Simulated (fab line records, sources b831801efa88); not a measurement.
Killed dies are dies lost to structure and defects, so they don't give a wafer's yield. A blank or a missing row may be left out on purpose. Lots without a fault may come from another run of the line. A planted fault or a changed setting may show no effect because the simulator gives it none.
Which tool did it? | flow gf180mcu | 14 lots, 42 wafers sampled, at 4 steps of a route of 602

WHAT THE GAUGES READ, wafer by wafer
GF_HV_LDD_THK_MEAS_55. Usual: HV_LDD_CVD_54_THK 10.09 nm, standard deviation 0.15.
lot  | measured     | on            | HV_LDD_CVD_54_THK (nm) | flag
L553 | day 12 10:13 | film_metro-04 | 10.14 10.16 10.19      |
L554 | day 12 17:49 | film_metro-02 | 10.21 10.26 10.33      |
L556 | day 13 12:14 | film_metro-04 | 10.11 10.23 10.10      |
L559 | day 14 07:49 | film_metro-04 | 10.07 10.04 9.86       |
L562 | day 15 11:58 | film_metro-02 | 10.13 9.98 10.09       |
L563 | day 15 19:47 | film_metro-01 | 10.19 10.22 10.20      |
L564 | day 16 07:03 | film_metro-04 | 10.00 10.16 10.00      |
L567 | day 17 05:51 | film_metro-02 | 9.92 10.06 10.01       |
L568 | day 17 10:34 | film_metro-01 | 10.26 10.20 10.23      |
L570 | day 18 01:46 | film_metro-01 | 9.96 9.88 10.03        |
L571 | day 18 08:21 | film_metro-02 | 10.07 10.18 10.05      |
L572 | day 18 19:39 | film_metro-01 | 10.10 10.13 10.03      |
L575 | day 19 17:47 | film_metro-01 | 10.09 10.05 10.13      |
L576 | day 20 10:45 | film_metro-02 | 10.30 10.27 10.33      |

GF_NSD_CD_MEAS_07: target cd 400 nm. Usual: cd_nm 400.2 nm, standard deviation 2.2.
lot  | measured     | on        | cd_nm (nm)        | flag
L553 | day 13 07:26 | cd_sem-02 | 402.8 404.7 403.5 |
L554 | day 13 15:00 | cd_sem-02 | 403.2 403.7 402.6 |
L556 | day 14 11:02 | cd_sem-01 | 400.6 400.0 402.0 |
L559 | day 15 06:49 | cd_sem-02 | 399.4 398.3 398.1 |
L562 | day 16 11:19 | cd_sem-01 | 398.6 399.7 398.5 |
L563 | day 16 18:50 | cd_sem-01 | 400.6 400.7 400.9 |
L564 | day 17 07:38 | cd_sem-02 | 400.2 401.8 400.6 |
L567 | day 18 06:59 | cd_sem-02 | 396.6 396.2 396.9 |
L568 | day 18 11:59 | cd_sem-01 | 401.6 400.4 404.5 |
L570 | day 19 03:18 | cd_sem-01 | 401.5 401.4 401.5 |
L571 | day 19 10:29 | cd_sem-01 | 402.8 399.3 400.9 |
L572 | day 19 21:16 | cd_sem-01 | 401.6 399.1 398.9 |
L575 | day 20 20:34 | cd_sem-02 | 402.4 400.9 402.7 |
L576 | day 21 12:46 | cd_sem-02 | 399.6 398.7 396.9 |

GF_SAB_OVL_MEAS_10. Usual: SAB_OVL 0.3 nm, standard deviation 1.3.
lot  | measured     | on         | SAB_OVL (nm)   | flag
L553 | day 15 00:46 | overlay-02 | -0.3 -0.9 -0.8 |
L554 | day 15 09:25 | overlay-02 | -1.1 -0.5 -1.2 |
L556 | day 16 05:52 | overlay-02 | -2.4 -0.8 -2.7 |
L559 | day 17 04:22 | overlay-02 | -0.1 -0.6 1.1  |
L562 | day 18 11:34 | overlay-02 | 0.1 0.3 -0.7   |
L563 | day 18 18:27 | overlay-01 | 0.3 -0.6 0.0   |
L564 | day 19 09:24 | overlay-02 | 1.0 1.2 -0.2   |
L567 | day 20 07:36 | overlay-01 | -1.2 0.0 -0.3  |
L568 | day 20 14:10 | overlay-01 | 1.6 3.3 2.5    |
L570 | day 21 05:24 | overlay-02 | -0.9 0.6 -0.5  |
L571 | day 21 12:54 | overlay-02 | -0.7 -0.8 0.2  |
L572 | day 21 22:12 | overlay-01 | -0.4 1.9 1.9   |
L575 | day 22 20:52 | overlay-01 | -2.8 -1.9 -2.4 |
L576 | day 23 12:21 | overlay-01 | 3.0 2.1 2.2    |

WHICH TOOL RAN EACH LOT (tool, then ch and the chambers of the sampled wafers, then the start)
lot  | GF_PSD_CLEAN_12
L553 | wet_bench-01 ch 3, day 14 03:51
L554 | wet_bench-02 ch 0, day 14 12:03
L556 | wet_bench-02 ch 0, day 15 08:03
L559 | wet_bench-01 ch 2, day 16 05:29
L562 | wet_bench-01 ch 3, day 17 10:35
L563 | wet_bench-03 ch 0, day 17 18:23
L564 | wet_bench-03 ch 0, day 18 08:23
L567 | wet_bench-03 ch 3, day 19 07:45
L568 | wet_bench-01 ch 1, day 19 13:39
L570 | wet_bench-03 ch 1, day 20 05:05
L571 | wet_bench-03 ch 2, day 20 11:53
L572 | wet_bench-03 ch 0, day 20 22:50
L575 | wet_bench-03 ch 1, day 21 21:00
L576 | wet_bench-03 ch 3, day 22 13:20
- GF_PSD_CLEAN_12: cleans in SC1/SC2, time 150 s.

WHAT THE TOOLS THEMSELVES READ (means of the sampled wafers that have a number; where no wafer has one, the mark that the record gives instead)
GF_PSD_CLEAN_12. Usual: bath_guard_temp_C 69.7 C, standard deviation 0.47; bath_heat_duty_pct 12.8 %, standard deviation 1.7.
lot  | tool         | bath_guard_temp_C (C) | bath_heat_duty_pct (%) | flag
L553 | wet_bench-01 | 69.8                  | 11.1                   |
L554 | wet_bench-02 | 70.4                  | 15.2                   |
L556 | wet_bench-02 | 70.2                  | 15.5                   |
L559 | wet_bench-01 | 70.4                  | 14.7                   |
L562 | wet_bench-01 | -                     | -                      | OFF
L563 | wet_bench-03 | -                     | -                      | OFF
L564 | wet_bench-03 | 69.7                  | 10.6                   |
L567 | wet_bench-03 | 69.5                  | 10.9                   |
L568 | wet_bench-01 | 69.5                  | 14.0                   |
L570 | wet_bench-03 | 68.8                  | 14.5                   |
L571 | wet_bench-03 | 69.8                  | 11.8                   |
L572 | wet_bench-03 | 69.4                  | 11.0                   |
L575 | wet_bench-03 | 68.8                  | 14.2                   |
L576 | wet_bench-03 | 69.4                  | 10.9                   |

THE ANSWER, worked out from the rows above alone
Rule: a lot is off if the mean of its wafers that have a number lies more than 3 standard deviations from the usual mean. A lot without any number at a reading at which 4 lots or more have one is off too. The other lots that the step has rows for count as sound. The gauges are gone through in route order, then the tools' own readings, and for those a lot's mean is taken as printed above. The first step at which some lot is off is used, and at that step the reading that is off furthest; a lot without a number counts as furthest.
Off: L562, L563, at GF_PSD_CLEAN_12 (bath_guard_temp_C). Without a number there: L562, L563.
A tool fits if, at that step or a process step before it, it ran every lot that is off, and no sound lot after the first of them. None of those tried fits.

WHAT THE SIMULATOR HAD PUT IN
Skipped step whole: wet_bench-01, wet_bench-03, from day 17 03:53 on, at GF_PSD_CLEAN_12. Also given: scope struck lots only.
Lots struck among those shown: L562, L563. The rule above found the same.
